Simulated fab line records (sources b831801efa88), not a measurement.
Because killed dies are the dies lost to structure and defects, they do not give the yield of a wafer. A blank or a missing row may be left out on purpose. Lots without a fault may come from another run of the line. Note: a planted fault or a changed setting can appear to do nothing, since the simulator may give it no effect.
Which tool did it? | flow sky130 | 42 wafers from 14 lots sampled at 2 of the route's 708 steps

== WHAT EACH GAUGE READ, for each wafer ==
SKY_GATE_OXIDE_THK_MEAS_02.
lot  | measured     | on            | GATE_OXIDE_OXIDATION_00_THK (nm)
L551 | day 12 22:17 | film_metro-04 | 9.97 9.99 9.96
L553 | day 13 06:38 | film_metro-03 | 9.92 9.85 9.74
L552 | day 13 10:44 | film_metro-01 | 10.53 10.48 10.42
L554 | day 13 21:31 | film_metro-03 | 10.24 10.35 10.31
L555 | day 14 10:39 | film_metro-01 | 10.21 10.03 10.09
L556 | day 14 10:39 | film_metro-04 | 9.95 10.34 10.15
L557 | day 15 02:14 | film_metro-04 | 10.33 10.37 10.46
L558 | day 15 09:55 | film_metro-01 | 10.46 10.40 10.45
L563 | day 16 22:54 | film_metro-04 | 11.59 11.55 11.41 11.53 11.58 11.42
L564 | day 16 22:55 | film_metro-01 | 11.77 11.56 11.69 11.78 11.53 11.74
L571 | day 19 23:05 | film_metro-03 | 10.26 10.50 10.25
L572 | day 20 09:42 | film_metro-03 | 10.03 10.02 10.27
L573 | day 20 09:43 | film_metro-04 | 10.11 10.16 10.23
L574 | day 20 20:13 | film_metro-01 | 10.49 10.69 10.52

== WHAT TOOL EACH LOT RAN ON (gives the tool, then ch and the chambers of the sampled wafers, and finally the start) ==
lot  | SKY_GATE_OXIDE_OXIDATION_01
L551 | furnace-01 ch 0, day 12 20:52
L553 | furnace-01 ch 0, day 13 05:12
L552 | furnace-02 ch 0, day 13 09:20
L554 | furnace-01 ch 0, day 13 20:07
L555 | furnace-01 ch 0, day 14 09:14
L556 | furnace-01 ch 0, day 14 09:14
L557 | furnace-01 ch 0, day 15 00:48
L558 | furnace-02 ch 0, day 15 08:30
L563 | furnace-02 ch 0, day 16 21:29
L564 | furnace-02 ch 0, day 16 21:29
L571 | furnace-02 ch 0, day 19 21:40
L572 | furnace-02 ch 0, day 20 08:17
L573 | furnace-02 ch 0, day 20 08:17
L574 | furnace-01 ch 0, day 20 18:48
- SKY_GATE_OXIDE_OXIDATION_01: stabilise 600 s, purge 300 s, target thk 10.268 nm.

== AS READ BY THE TOOLS THEMSELVES (means over the sampled wafers that have a number; for cases with no such wafer, the mark the record gives instead) ==
SKY_GATE_OXIDE_OXIDATION_01.
lot  | tool       | tube_center_temp_C (C)
L551 | furnace-01 | 900.01
L553 | furnace-01 | 900.04
L552 | furnace-02 | 900.04
L554 | furnace-01 | 899.99
L555 | furnace-01 | 899.96
L556 | furnace-01 | 900.02
L557 | furnace-01 | 899.89
L558 | furnace-02 | 900.01
L563 | furnace-02 | 900.07
L564 | furnace-02 | 900.06
L571 | furnace-02 | 899.94
L572 | furnace-02 | 900.00
L573 | furnace-02 | 899.99
L574 | furnace-01 | 900.10

== THE ANSWER, worked out from the rows above alone ==
Rule: the lots themselves supply what counts as usual. The widest of any qualifying gaps counts: lots, ordered by their means at a reading, are off when they make up no more than a third of the lots, leave a main group of 4 or more, and stand apart from it by 3 or more times the standard deviation of that group's means. Not used: any main group whose means are identical at the precision the tables above print for the reading. Also off: a lot with no number at a reading for which 4 or more lots have one. Any other lot the step has rows for is counted as sound. Order of review: gauges by route order, followed by the tools' own readings, for which a lot's mean as printed above is used. At the first step where some lot is off, the reading lying furthest off is the one used; lots without a number count as furthest.
Off: L563, L564, at SKY_GATE_OXIDE_THK_MEAS_02 (GATE_OXIDE_OXIDATION_00_THK). The main group: mean 10.24 nm, standard deviation 0.21.
A tool fits if, at a process step before that reading, it ran every lot that is off, and no sound lot after the first of them. Gauges at SKY_GATE_OXIDE_THK_MEAS_02: tried the same way as those tools. None of those tried fits.

== WHAT THE SIMULATOR PUT IN ==
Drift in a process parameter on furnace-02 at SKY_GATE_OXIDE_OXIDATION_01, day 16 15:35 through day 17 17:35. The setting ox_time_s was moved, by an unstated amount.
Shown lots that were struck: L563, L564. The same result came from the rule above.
